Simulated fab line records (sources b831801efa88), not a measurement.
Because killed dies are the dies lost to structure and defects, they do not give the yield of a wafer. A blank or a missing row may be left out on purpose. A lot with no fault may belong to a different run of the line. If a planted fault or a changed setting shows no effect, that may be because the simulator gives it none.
fab line records -- flow gf180mcu
record: lots: 12, wafers: 32, last_day: 34
route steps=602 shown STI@26 NWELL@51 LVPWELL@138 CONTACT@312 M4@472
lots with no fault: from the same line, run without faults
start_h: the number of hours between the record's first day and the start of the first shown wafer of the lot -- wait_h: hours from the lot's prior step to this one -- " same as the row above -- L1.1+2: one row covering several wafers at once -- - no value, or no start given -- * or withheld: withheld -- < > ~ a bound
route shown NAME@n: NAME is a module with steps in the file, n the number in the route of the first one -- usual: mean/standard deviation of fault-free wafers -- same: alike in all rows -- chamber/n: place in a boat -- sites: each site's reading -- _std_site: the standard deviation of these -- _edge_site: the outer-site mean with the inner-site mean subtracted -- radius_mm: how far each site lies from the wafer's centre -- mask NAME#n: copy n -- behind: the tool/chamber that last shaped the wafer -- hold: why the lot was held/for how many hours/how that ended -- device: the transistor (n, p or np) that didn't switch -- end of line: at the end of the route, the tests of the same wafers -- where a step has no rows: the recipe by itself -- killed: count of dies lost to structure and defects at first sort (not the wafer's yield) -- map: a wafer's dies, x killed, . not, _ none there
set.NAME: the setting as run; set.NAME@STEP: as run at that earlier step -- model.NAME: the simulator's own value behind a step, which no gauge read
a sample of lots followed through the steps of the route, with each step as a table and each wafer as a row
services: when a tool's chamber went out of use (start_h, in hours from the record's first day, below 0 if earlier), for how many hours, and the reason
== steps ==
step: GF_STI_CMP_25
recipe: stop_on: Si3N4, t_overpolish_s: 33, down_force_psi: 4, platen_rpm: 60, target_thk_nm: 524.6, pad_velocity_m_s: 0.94248
usual: motor_current_A: 12.9/1.1, overpolish_run_s: 33.001/0.0083, retaining_ring_pressure_frac: 1.001/0.0046, time_to_endpoint_s: 123/4.3
lot.wafer,tool,chamber,start_h,wait_h,motor_current_A,overpolish_run_s,retaining_ring_pressure_frac,time_to_endpoint_s
L805.2,cmp-01,2,27.50,0.0,12.2,33.008,1.005,124
L805.4,cmp-01,1,27.50,0.0,14.7,32.987,1.003,131
L805.6,cmp-01,3,27.50,0.0,13.0,33.009,0.998,120
L806.1,cmp-01,1,36.95,0.1,14.7,33.000,1.001,128
L806.4,cmp-01,2,36.95,0.1,12.8,33.007,0.998,127
L806.2,cmp-01,0,36.95,0.1,13.5,32.998,1.003,127
L807.3,cmp-01,2,41.30,0.0,12.7,32.986,0.997,125
L807.1,cmp-01,0,41.30,0.0,13.1,33.001,1.000,125
L807.5,cmp-01,3,41.30,0.0,13.4,33.007,1.004,121
L808.4,cmp-01,1,52.05,0.0,14.7,33.002,0.997,131
L811.2,cmp-02,1,57.86,0.0,11.5,32.981,1.005,119
L811.1,cmp-02,3,57.86,0.0,11.2,33.010,0.996,125
L811.5,cmp-02,1,57.86,0.0,11.3,32.991,1.005,123
L815.2,cmp-01,3,79.66,0.1,13.4,33.005,1.007,118
L818.2,cmp-02,0,95.42,0.0,11.3,32.997,0.998,130
L818.3,cmp-02,3,95.42,0.0,11.6,33.010,1.006,126
L818.5,cmp-02,0,95.42,0.0,11.3,33.003,0.992,129
L822.1,cmp-02,2,115.20,0.1,13.6,33.012,1.005,125
L822.4,cmp-02,1,115.20,0.1,11.6,32.995,1.005,127
L822.5,cmp-02,3,115.20,0.1,11.3,33.007,1.008,124
L823.1,cmp-02,2,121.98,0.1,13.8,33.001,1.003,123
L823.3,cmp-02,3,121.98,0.1,11.8,33.014,0.993,125
L823.5,cmp-02,2,121.98,0.1,13.8,33.018,0.999,124
L825.2,cmp-01,1,130.64,0.0,14.7,32.999,0.998,122
L825.3,cmp-01,3,130.64,0.0,12.9,32.997,1.001,113
L825.1,cmp-01,0,130.64,0.0,13.5,33.013,1.008,122
L826.3,cmp-02,1,137.98,0.2,11.4,32.995,0.997,124
L826.4,cmp-02,2,137.98,0.2,13.6,32.983,0.995,121
L826.6,cmp-02,1,137.98,0.2,11.8,33.008,1.000,124
L827.4,cmp-02,2,143.13,0.1,13.6,33.004,1.010,123
L827.2,cmp-02,3,143.13,0.1,11.4,32.992,1.004,123
L827.6,cmp-02,1,143.13,0.1,11.4,32.990,1.002,126
step: GF_NWELL_IMPLANT_09
recipe: species: P, energy_kev: 160, dose_cm2: 4e+12, tilt_deg: 0
usual: beam_on_s: 9.96/0.19, faraday_current_uA: 22.6/0.44
lot.wafer,tool,chamber,start_h,wait_h,beam_on_s,faraday_current_uA
L805.2,implanter-02,0,60.98,0.1,9.90,22.7
L805.4,implanter-02,0,60.98,0.1,10.09,22.3
L805.6,implanter-02,0,60.98,0.1,9.57,23.4
L806.1,implanter-04,0,65.68,0.1,9.93,22.7
L806.2,implanter-04,0,65.68,0.1,9.94,22.7
L806.4,implanter-04,0,65.68,0.1,9.86,22.7
L807.1,implanter-04,0,69.35,0.1,9.61,23.4
L807.3,implanter-04,0,69.35,0.1,9.75,23.1
L807.5,implanter-04,0,69.35,0.1,10.16,22.1
L808.4,implanter-04,0,80.98,0.1,10.92,20.7
L811.1,implanter-01,0,88.88,0.1,9.95,22.6
L811.2,implanter-01,0,88.88,0.1,10.21,22.1
L811.5,implanter-01,0,88.88,0.1,10.25,22.0
L815.2,implanter-04,0,112.41,0.1,11.03,20.4
L818.2,implanter-01,0,127.13,0.1,10.17,22.1
L818.3,implanter-01,0,127.13,0.1,9.77,23.0
L818.5,implanter-01,0,127.13,0.1,9.94,22.6
L822.1,implanter-01,0,149.50,0.1,10.02,22.5
L822.4,implanter-01,0,149.50,0.1,9.74,23.1
L822.5,implanter-01,0,149.50,0.1,9.75,23.2
L823.1,implanter-02,0,155.40,0.1,9.88,22.9
L823.3,implanter-02,0,155.40,0.1,10.16,22.1
L823.5,implanter-02,0,155.40,0.1,10.20,22.0
L825.1,implanter-01,0,163.83,0.1,10.17,22.1
L825.2,implanter-01,0,163.83,0.1,10.07,22.4
L825.3,implanter-01,0,163.83,0.1,9.65,23.3
L826.3,implanter-04,0,174.55,0.1,10.06,22.5
L826.4,implanter-04,0,174.55,0.1,10.13,22.2
L826.6,implanter-04,0,174.55,0.1,9.93,22.7
L827.2,implanter-04,0,177.83,0.1,9.97,22.5
L827.4,implanter-04,0,177.83,0.1,10.11,22.2
L827.6,implanter-04,0,177.83,0.1,9.98,22.7
step: GF_VT_IMPLANT_RS_MEAS_47
recipe: thk_meas_gauge: four-point-probe
usual: NWELL_RS: 487.2/1.3
lot.wafer,tool,chamber,start_h,wait_h,hold,NWELL_RS[ohm/sq]
L805.2,film_metro-04,-,164.88,0.1,-,484.6
L805.4,film_metro-04,-,164.88,0.1,-,485.2
L805.6,film_metro-04,-,164.88,0.1,-,485.6
L806.1,film_metro-03,-,169.38,0.1,-,487.4
L806.2,film_metro-03,-,169.38,0.1,-,489.0
L806.4,film_metro-03,-,169.38,0.1,-,489.3
L807.1,film_metro-03,-,173.08,0.1,-,487.7
L807.3,film_metro-03,-,173.08,0.1,-,487.4
L807.5,film_metro-03,-,173.08,0.1,-,487.6
L808.4,film_metro-03,-,188.34,0.1,await_dispo/0.2h/release,481.5
L808.4,film_metro-03,-,188.70,0.3,-,481.9
L811.1,film_metro-01,-,198.96,0.1,-,488.4
L811.2,film_metro-01,-,198.96,0.1,-,487.9
L811.5,film_metro-01,-,198.96,0.1,-,488.5
L815.2,film_metro-04,-,228.45,0.1,await_dispo/0.2h/release,482.0
L815.2,film_metro-04,-,228.81,0.3,-,481.3
L818.2,film_metro-03,-,247.50,0.1,-,488.4
L818.3,film_metro-03,-,247.50,0.1,-,490.7
L818.5,film_metro-03,-,247.50,0.1,-,487.5
L822.1,film_metro-04,-,272.43,0.1,-,487.3
L822.4,film_metro-04,-,272.43,0.1,-,487.0
L822.5,film_metro-04,-,272.43,0.1,-,486.8
L823.1,film_metro-03,-,280.78,0.1,-,485.4
L823.3,film_metro-03,-,280.78,0.1,-,485.5
L823.5,film_metro-03,-,280.78,0.1,-,485.7
L825.1,film_metro-04,-,290.21,0.1,-,486.7
L825.2,film_metro-04,-,290.21,0.1,-,488.6
L825.3,film_metro-04,-,290.21,0.1,-,489.4
L826.3,film_metro-04,-,302.22,0.1,-,489.1
L826.4,film_metro-04,-,302.22,0.1,-,487.7
L826.6,film_metro-04,-,302.22,0.1,-,489.3
L827.2,film_metro-01,-,308.25,0.1,-,487.1
L827.4,film_metro-01,-,308.25,0.1,-,489.0
L827.6,film_metro-01,-,308.25,0.1,-,487.0
step: GF_VT_IMPLANT_RS_MEAS_48
recipe: thk_meas_gauge: four-point-probe
usual: LVPWELL_RS: 1195.6/3
lot.wafer,tool,chamber,start_h,wait_h,hold,LVPWELL_RS[ohm/sq]
L805.2,film_metro-04,-,165.00,0.1,-,1200.0
L805.4,film_metro-04,-,165.00,0.1,-,1201.0
L805.6,film_metro-04,-,165.00,0.1,-,1201.7
L806.1,film_metro-03,-,169.50,0.1,-,1198.4
L806.2,film_metro-03,-,169.50,0.1,-,1195.5
L806.4,film_metro-03,-,169.50,0.1,-,1193.7
L807.1,film_metro-03,-,173.20,0.1,-,1198.5
L807.3,film_metro-03,-,173.20,0.1,-,1197.6
L807.5,film_metro-03,-,173.20,0.1,-,1201.8
L808.4,film_metro-03,-,191.13,2.4,await_dispo/2.2h/release,1195.2
L811.1,film_metro-01,-,199.08,0.1,-,1199.2
L811.2,film_metro-01,-,199.08,0.1,-,1193.4
L811.5,film_metro-01,-,199.08,0.1,-,1195.8
L815.2,film_metro-04,-,237.30,8.5,await_dispo/8.3h/release,1197.3
L818.2,film_metro-03,-,247.62,0.1,-,1198.0
L818.3,film_metro-03,-,247.62,0.1,-,1199.9
L818.5,film_metro-03,-,247.62,0.1,-,1202.8
L822.1,film_metro-04,-,272.55,0.1,-,1194.5
L822.4,film_metro-04,-,272.55,0.1,-,1201.6
L822.5,film_metro-04,-,272.55,0.1,-,1197.7
L823.1,film_metro-03,-,280.90,0.1,-,1193.6
L823.3,film_metro-03,-,280.90,0.1,-,1195.7
L823.5,film_metro-03,-,280.90,0.1,-,1194.1
L825.1,film_metro-04,-,290.33,0.1,-,1195.3
L825.2,film_metro-04,-,290.33,0.1,-,1196.5
L825.3,film_metro-04,-,290.33,0.1,-,1196.2
L826.3,film_metro-04,-,302.34,0.1,-,1198.2
L826.4,film_metro-04,-,302.34,0.1,-,1199.5
L826.6,film_metro-04,-,302.34,0.1,-,1198.7
L827.2,film_metro-01,-,308.37,0.1,-,1196.8
L827.4,film_metro-01,-,308.37,0.1,-,1193.1
L827.6,film_metro-01,-,308.37,0.1,-,1196.3
step: GF_CONTACT_RS_MEAS_25
recipe: thk_meas_gauge: four-point-probe, reads: W_of_CONTACT_CVD_24+TiN_of_CONTACT_SPUTTER_23+Ti_of_CONTACT_SPUTTER_22
usual: CONTACT_W_RS: 0.384/0.0041
lot.wafer,tool,chamber,start_h,wait_h,CONTACT_W_RS[ohm/sq]
L805.2,film_metro-04,-,373.35,0.1,0.386
L805.4,film_metro-04,-,373.35,0.1,0.385
L805.6,film_metro-04,-,373.35,0.1,0.382
L806.1,film_metro-04,-,375.89,0.1,0.382
L806.2,film_metro-04,-,375.89,0.1,0.384
L806.4,film_metro-04,-,375.89,0.1,0.387
L807.1,film_metro-03,-,386.47,0.1,0.382
L807.3,film_metro-03,-,386.47,0.1,0.380
L807.5,film_metro-03,-,386.47,0.1,0.380
L808.4,film_metro-03,-,399.87,0.1,0.391
L811.1,film_metro-04,-,415.56,0.1,0.392
L811.2,film_metro-04,-,415.56,0.1,0.386
L811.5,film_metro-04,-,415.56,0.1,0.387
L815.2,film_metro-01,-,456.93,0.1,0.383
L818.2,film_metro-04,-,480.19,0.1,0.388
L818.3,film_metro-04,-,480.19,0.1,0.387
L818.5,film_metro-04,-,480.19,0.1,0.377
L822.1,film_metro-03,-,518.17,0.1,0.391
L822.4,film_metro-03,-,518.17,0.1,0.383
L822.5,film_metro-03,-,518.17,0.1,0.392
L823.1,film_metro-01,-,524.00,0.1,0.387
L823.3,film_metro-01,-,524.00,0.1,0.391
L823.5,film_metro-01,-,524.00,0.1,0.389
L825.1,film_metro-04,-,533.80,0.1,0.382
L825.2,film_metro-04,-,533.80,0.1,0.377
L825.3,film_metro-04,-,533.80,0.1,0.375
L826.3,film_metro-03,-,550.61,0.1,0.378
L826.4,film_metro-03,-,550.61,0.1,0.383
L826.6,film_metro-03,-,550.61,0.1,0.383
L827.2,film_metro-04,-,552.65,0.1,0.385
L827.4,film_metro-04,-,552.65,0.1,0.381
L827.6,film_metro-04,-,552.65,0.1,0.384
step: GF_M4_METAL_ETCH_16
recipe: chemistry: Cl2/BCl3, mask_material: KrF, target_depth_nm: 750.8, stop_on: SiO2, pressure_mtorr: 8, icp_w: 800, bias_w: 140, Cl2_flow_sccm: 80, bcl3_flow_sccm: 40, time_s: 125.1
usual: bcl3_flow_sccm: 39.98/0.11, drypump_motor_current_A: 5.7/0.46, oes_product_au: 0.988/0.0063, rf_fwd_power_W: 795.8/2.8, throttle_valve_pct: 28.233/0.01
same: time_s: 125.1
lot.wafer,tool,chamber,start_h,wait_h,bcl3_flow_sccm,drypump_motor_current_A,oes_product_au,rf_fwd_power_W,rf_hours_counter_h,throttle_valve_pct
L805.2,rie_metal-01,0,548.84,0.0,40.18,6.2,0.993,796.3,10,28.228
L805.4,rie_metal-01,0,548.84,0.0,40.10,6.2,0.998,795.2,-,28.243
L805.6,rie_metal-01,0,548.84,0.0,40.08,6.2,0.995,796.4,-,28.218
L806.1,rie_metal-04,0,551.40,0.0,40.09,5.0,0.994,791.7,10,28.222
L806.2,rie_metal-04,1,551.40,0.0,39.67,5.6,0.985,795.6,3,28.238
L806.4,rie_metal-04,0,551.40,0.0,40.23,5.0,0.983,789.5,-,28.229
L807.1,rie_metal-04,0,561.79,0.0,40.21,4.9,0.991,791.8,11,28.240
L807.3,rie_metal-04,1,561.79,0.0,39.88,5.6,0.982,799.1,-,28.249
L807.5,rie_metal-04,1,561.79,0.0,39.89,5.7,0.982,795.6,-,28.262
L808.4,rie_metal-01,1,572.97,0.1,39.94,6.2,0.995,794.3,-,28.240
L811.1,rie_metal-04,0,586.56,0.0,40.06,4.9,0.990,794.8,12,28.215
L811.2,rie_metal-04,1,586.56,0.0,39.97,5.6,0.981,797.5,4,28.237
L811.5,rie_metal-04,1,586.56,0.0,40.00,5.6,0.976,795.7,-,28.244
L815.2,rie_metal-04,1,624.91,0.0,40.18,5.6,0.985,798.7,6,28.235
L818.2,rie_metal-04,1,643.84,0.0,39.98,5.6,0.981,797.4,6,28.236
L818.3,rie_metal-04,1,643.84,0.0,40.08,5.6,0.978,797.4,-,28.244
L818.5,rie_metal-04,1,643.84,0.0,40.06,5.6,0.977,793.8,-,28.256
L822.1,rie_metal-04,0,674.65,0.0,40.04,4.9,0.983,794.0,15,28.226
L822.4,rie_metal-04,1,674.65,0.0,40.01,5.6,0.973,802.4,-,28.242
L822.5,rie_metal-04,0,674.65,0.0,39.93,4.9,0.995,791.8,-,28.232
L823.1,rie_metal-03,0,681.39,0.0,40.00,5.7,0.983,797.8,4,28.230
L823.3,rie_metal-03,0,681.39,0.0,39.94,5.7,0.981,794.5,-,28.224
L823.5,rie_metal-03,0,681.39,0.0,39.83,5.7,0.983,797.0,-,28.220
L825.1,rie_metal-03,0,689.61,0.0,39.99,5.7,0.995,793.6,4,28.240
L825.2,rie_metal-03,1,689.61,0.0,39.97,5.3,0.991,794.5,8,28.236
L825.3,rie_metal-03,0,689.61,0.0,40.06,5.7,0.988,794.9,-,28.227
L826.3,rie_metal-01,0,702.59,0.1,39.98,6.2,0.976,800.4,-,28.234
L826.4,rie_metal-01,1,702.59,0.1,39.88,6.2,0.995,793.7,-,28.234
L826.6,rie_metal-01,0,702.59,0.1,40.11,6.2,0.975,797.5,-,28.256
L827.2,rie_metal-03,0,703.24,0.0,40.00,5.7,0.983,795.7,5,28.232
L827.4,rie_metal-03,0,703.24,0.0,39.88,5.7,0.985,797.0,-,28.210
L827.6,rie_metal-03,1,703.24,0.0,39.88,5.3,0.989,795.2,-,28.241
== services ==
tool,chamber,start_h,hours,kind
cmp-02,-,42.03,3.8,repair
cmp-02,-,55.28,2.1,repair
cmp-02,-,103.70,1.0,repair
rie_metal-04,0,111.96,1.1,repair
cmp-02,-,135.37,2.3,repair
rie_metal-04,-,177.30,1.7,repair
rie_metal-04,0,183.51,2.4,repair
cmp-02,-,232.27,4.0,pm
cmp-02,-,249.39,1.4,repair
cmp-02,-,257.57,6.9,pm
cmp-02,-,285.69,0.5,repair
cmp-02,-,286.17,4.1,pm
cmp-02,-,292.09,3.8,pm
cmp-02,-,296.25,2.4,repair
cmp-02,-,296.57,0.5,repair
cmp-02,-,392.27,1.2,repair
cmp-02,-,506.22,1.9,repair
cmp-02,-,550.44,9.5,pm
cmp-02,-,572.27,4.0,pm
cmp-02,-,612.58,2.1,repair
cmp-02,-,630.33,0.5,repair
cmp-02,-,655.00,3.2,pm
cmp-02,-,659.21,1.5,repair
cmp-02,-,673.60,1.2,repair
== key ==
first_sign: step: GF_NWELL_IMPLANT_09, reading: beam_on_s, direction: up, sigmas: 5.2, usual: 9.96, struck: 10.98
effect: step: GF_NWELL_IMPLANT_09, reading: faraday_current_uA, direction: down, sigmas: 4.8, usual: 22.6, struck: 20.5
effect: step: GF_VT_IMPLANT_RS_MEAS_47, reading: NWELL_RS, direction: down, sigmas: 4.3, usual: 487.2, struck: 481.8
met_at GF_NWELL_IMPLANT_09
struck_lots L808,L815
tester_left_out L808,L815
not_acting_at GF_STI_CMP_25,GF_CONTACT_RS_MEAS_25,GF_M4_METAL_ETCH_16
onset_between 69.35 80.98
fault: kind: process_parameter_drift, tool: implanter-04, chamber: -, onset_h: 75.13, steps: GF_NWELL_IMPLANT_09, channel: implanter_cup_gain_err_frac, offset: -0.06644, shape: step, end_h: 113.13
tester_left_out: of these lots the tester's yield and bins aren't shown, on N5 and GAA mostly nor the transistor test; their killed dies are dies lost to structure and defects alone, not to doping, threshold or leakage, so they don't give the yield
